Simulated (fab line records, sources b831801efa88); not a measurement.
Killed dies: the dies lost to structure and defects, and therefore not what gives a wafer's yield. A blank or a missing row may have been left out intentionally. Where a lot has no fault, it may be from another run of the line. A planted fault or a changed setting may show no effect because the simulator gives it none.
A lot that was struck, set against a sound lot	flow gf180mcu	17 out of 602 route steps
Sound: wafers L997.4, L997.5, L997.6. Wafers L104.2, L104.4, L104.6 were the ones struck. Last of all comes the cause.
Per side, at each step with rows, come the tool, then ch with its chambers, and then its first start. Under that, the readings that differ: sound wafers	struck wafers	difference of the means	sigmas: that difference in standard deviations of wafers without a fault.
alike: words and numbers the same on both sides, and readings whose means are apart by under 2 such deviations; not compared: readings that were withheld, readings missing a value for some wafer, numbers with overlapping values and no deviation given by the record, and bounds like >300 which may hide the same value.
Wherever a step has rows on one side only, a row that says differs or no value, or a row with sigmas, the two part there. Numbers that have no deviation but don't overlap get no sigmas and don't part them. Lack of a reading on every wafer of one side parts them only where that side has two or more wafers.

first, 4 steps without rows for these wafers: GF_M3_SOFTBAKE_10 (time 60 s); GF_M3_EXPOSE_11 (exposes mask Metal3, target cd 280 nm); GF_M3_PEB_12 (peb time 90 s); GF_M3_DEVELOP_13 (develop time 60 s).
GF_M3_CD_MEAS_14 targets a cd of 280 nm.
  struck on cd_sem-02, day 24 12:53; sound on cd_sem-01, day 21 23:57
  alike: cd_nm
GF_M3_OVL_MEAS_15:
  struck on overlay-02, day 24 13:00; sound on overlay-02, day 22 00:02
  alike: M3_OVL
GF_M3_METAL_ETCH_16: etches the open film in Cl2/BCl3, stops on SiO2, target depth 750.8 nm, time 125.1 s.
  sound on rie_metal-03 ch 0,1, day 22 00:05; struck on rie_metal-03 ch 1, day 24 13:02
  alike: drypump_motor_current_A, he_backside_leak_sccm, oes_product_au, throttle_valve_pct
  not compared: rf_hours_counter_h
GF_M3_STRIP_17: strips in O2/N2.
  sound on plasma_asher-04 ch 0,1, day 22 00:13; struck on plasma_asher-02 ch 0, day 24 13:10
  alike: drypump_motor_current_A, heater_power_w, oes_product_au, platen_temp_c, strip_time_to_endpoint_s
  not compared: rf_hours_counter_h
then, 3 steps without rows for these wafers: GF_M3_STRIP_18 (strips in post etch residue remover, time 1200 s); GF_M3_CLEAN_19 (cleans in DIW); GF_V3_CVD_00 (deposits SiO2, target thk 600 nm, time 100 s).
GF_V3_THK_MEAS_01:
  struck on film_metro-01, day 24 13:46; sound on film_metro-03, day 22 00:49
  alike: V3_CVD_00_THK
GF_V3_CVD_02: deposits SiO2 from TEOS, target thk 850 nm, time 94.851 s.
  sound on pecvd-03 ch 0,1,2, day 22 00:53; struck on pecvd-04 ch 1,2, day 24 13:49
reading	sound	struck	difference	sigmas
model.SiO2_of_V3_CVD_02.thk_nm (nm)	843 864.2 859.2	893.1 917.8 916.3	+53.6	
  alike: heater_power_w
GF_V3_THK_MEAS_03:
  struck on film_metro-02, day 24 14:08; sound on film_metro-02, day 22 00:56
reading	sound	struck	difference	sigmas
V3_CVD_02_THK (nm)	843 864 859	893 918 916	+54	+4
  not compared: hold
GF_V3_CMP_04: polishes SiO2.
  sound on cmp-02 ch 2,3, day 22 00:58; struck on cmp-02 ch 2,3, day 24 19:26
reading	sound	struck	difference	sigmas
hold	- - -	await_dispo/5.2h/release await_dispo/5.2h/release await_dispo/5.2h/release	no value on the sound wafers	
time_to_endpoint_s (s)	75 85 82	95 101 106	+20	+4
  alike: motor_current_A
GF_V3_BOW_MEAS_05:
  struck on film_metro-01, day 24 19:48; sound on film_metro-01, day 22 01:20
  alike: V3_BOW
GF_PASSIVATION_PROBE_99:
  the record has rows for the sound wafers here (prober-02, day 29 14:02) and none for the struck ones

## WHERE THEY PART
First at GF_V3_THK_MEAS_03; last, within this record, at GF_PASSIVATION_PROBE_99.

WHY: what the simulator had put in
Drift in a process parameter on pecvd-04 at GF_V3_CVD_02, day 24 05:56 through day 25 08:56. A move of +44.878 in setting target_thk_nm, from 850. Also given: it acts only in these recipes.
